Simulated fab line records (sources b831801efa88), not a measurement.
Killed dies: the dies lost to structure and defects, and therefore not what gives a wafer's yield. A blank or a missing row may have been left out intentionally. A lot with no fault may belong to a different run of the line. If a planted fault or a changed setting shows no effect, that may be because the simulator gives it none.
Chamber matching	flow gf180mcu	GF_CONTACT_CMP_27 on cmp-01 has 4 sister chambers
The step polishes, stops on SiO2, t overpolish 15 s, target thk 0 nm. 14 wafers are shown with their chamber, then 7 later ones without.

WAFERS, EACH WITH ITS CHAMBER
wafer	chamber	time to endpoint s (s)	motor current A (A)	overpolish run s (s)
L511.1	0	85	12.0	14.994
L511.4	3	79	11.3	15.004
L511.6	1	77	12.4	15.010
L513.1	2	67	11.0	15.011
L513.3	1	73	12.0	15.004
L513.5	0	81	12.8	15.011
L518.2	1	78	11.8	14.997
L518.5	0	86	12.0	15.008
L518.6	1	78	12.2	14.992
L526.2	3	78	11.5	14.996
L526.3	2	71	11.5	15.000
L526.4	0	83	11.8	15.012
L530.2	3	79	12.0	14.983
L530.3	2	69	11.1	15.001

SIGNATURES (means of the wafers above)
reading	chamber 0	chamber 1	chamber 2	chamber 3	scatter within a chamber
time to endpoint s	83.75	76.50	69.00	78.67	2.01
motor current A	12.150	12.100	11.200	11.600	0.345
overpolish run s	15.00625	15.00075	15.00400	14.99433	0.00833
Rule: distance of a wafer from a chamber = root of the sum over the readings of ((wafer's reading minus chamber's mean) / reading's scatter) squared. If the next closest chamber is less than 2 further off than the closest, the wafer can't be placed; otherwise it belongs to the closest. The scatter: the root of (the sum of the squares of (reading less its chamber's mean) over the shown wafers, divided by (wafers less chambers)).

WAFERS WITHOUT THEIR CHAMBER
wafer	time to endpoint s (s)	motor current A (A)	overpolish run s (s)
L530.5	71	11.8	14.992
L532.3	81	11.7	14.996
L532.4	69	11.4	14.995
L532.5	75	11.9	15.001
L533.2	75	11.5	15.013
L533.4	71	12.1	15.000
L533.6	79	11.8	14.989

THE CHAMBER EACH PASSED THROUGH
wafer	from the rows above	in truth
L530.5	can't be placed: 2 or 1 or 3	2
L532.3	can't be placed: 3 or 0 or 1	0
L532.4	2	2
L532.5	can't be placed: 1 or 3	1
L533.2	can't be placed: 1 or 3 or 2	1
L533.4	can't be placed: 1 or 2 or 3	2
L533.6	can't be placed: 3 or 1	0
Correct placement for 1 of the 7. Not placeable from these rows: 6 (in 5, the candidates include the true chamber). 0 placed wrongly.
